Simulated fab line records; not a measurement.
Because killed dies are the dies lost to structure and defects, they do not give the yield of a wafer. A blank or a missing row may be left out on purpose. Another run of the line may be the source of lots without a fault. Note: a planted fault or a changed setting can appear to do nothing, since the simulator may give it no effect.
Code-filled problem report in 8D (eight disciplines) form :: flow sky130 :: the parts of the form that need people (team, actions taken, sign-off) are left out

== 1. WHAT IS WRONG ==
A mean of 0.981 a.u. is read at SKY_VIA4_ETCH_12 for oes-product-au, taken on 1 wafer of 1 lot, against 0.926 a.u. (standard deviation 0.0048) on wafers free of any fault. That puts it +11 standard deviations away from the usual mean.
The step: etches SiO2 in C4F8/O2/Ar, stops on TiN, target depth 580 nm.
Seen first at day 48 06:40 on rie-diel-03, wafer L386.6. The record has a number at this step for 39 wafers belonging to 13 lots. By rule, "out" or "out of limits" means more than 4 standard deviations away from the usual mean. Any other wafer with a number is counted as sound.

== 2. WHAT IT IS, AND WHAT IT ISN'T ==
question: which readings at this step
is: oes-product-au
is not: bias-w

question: which lots
is: L386
is not: L366, L367, L368, L369, L370, L371, L372, L373, L375, L377, L378, L380

question: which wafers of those lots
is: L386.6
is not: L386.1, L386.4

question: read on which tools
is: rie-diel-03
is not: rie-diel-02, rie-diel-04

question: when
is: from day 48 06:40
is not: up to then (38 sound wafers)

== 3. SUSPECTS, AND WHAT RULES EACH OUT ==
Counting: any tool at a process step up to the reading remains a suspect provided it ran every lot that is out. Sound lots after the first of them don't rule it out here, since some wafers of a struck lot are sound.
- cmp-01 at SKY_VIA4_CMP_02 (polishes SiO2): kept. L386, the lot that is out, went through it at day 47 10:29; up to then, the latest sound lot through it was L378 at day 45 12:59.
- rie-diel-03 at SKY_VIA4_ETCH_12 (etches SiO2 in C4F8/O2/Ar, stops on TiN, target depth 580 nm): kept. L386, the lot that is out, went through it at day 48 06:40; up to then, the latest sound lot through it was L375 at day 45 17:19. On those wafers its own readings are out: oes-product-au.
- In cmp-01 at SKY_VIA4_CMP_02, the wafers that are out were processed in chamber 0 and their sound lot-mates in chambers 1, 2.
Remaining after the count are cmp-01 at SKY_VIA4_CMP_02 and rie-diel-03 at SKY_VIA4_ETCH_12.

== 4. THE CAUSE (what the simulator had put in) ==
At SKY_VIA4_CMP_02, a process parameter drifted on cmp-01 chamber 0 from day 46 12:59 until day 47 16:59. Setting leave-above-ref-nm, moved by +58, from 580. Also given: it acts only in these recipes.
Counting leaves 2 suspects; this tool is one of them.

== 5. THE EFFECT CHAIN, in route order ==
Each row: a reading whose mean over the struck wafers that have a number lies more than 3 standard deviations from the usual. Only readings for which the record gives a usual standard deviation are gone through. hours: the time from each lot's start at the first step in this table that gives one to its start at this step, as a median over the lots. sigmas: the change in usual standard deviations.
hours: 0
step: SKY_VIA4_ETCH_12
reading: oes-product-au
usual: 0.926 a.u.
on struck wafers: 0.981
change: +0.055
sigmas: +11
Its process steps:
- SKY_VIA4_ETCH_12: etches SiO2 in C4F8/O2/Ar, stops on TiN, target depth 580 nm.
Later measuring or inspecting steps at which every struck wafer that the step has a row for has a number for every such reading, and none has moved that far: SKY_VIA4_RS_MEAS_19.

== 6. HOW IT WOULD HAVE BEEN CAUGHT EARLIER ==
The fault began at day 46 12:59; the first out-of-limits reading in this record came at day 48 06:40, 42 hours later.
Tool readings at SKY_VIA4_CMP_02 with a usual standard deviation given in the record: none out on any struck wafer, hence no alarm at a limit of 4 standard deviations on them.
Each of the lots that are out, 1 in all, had begun SKY_VIA4_CMP_02 on cmp-01 no later than day 48 06:40. Tool hold at that time: it would have spared none of them.
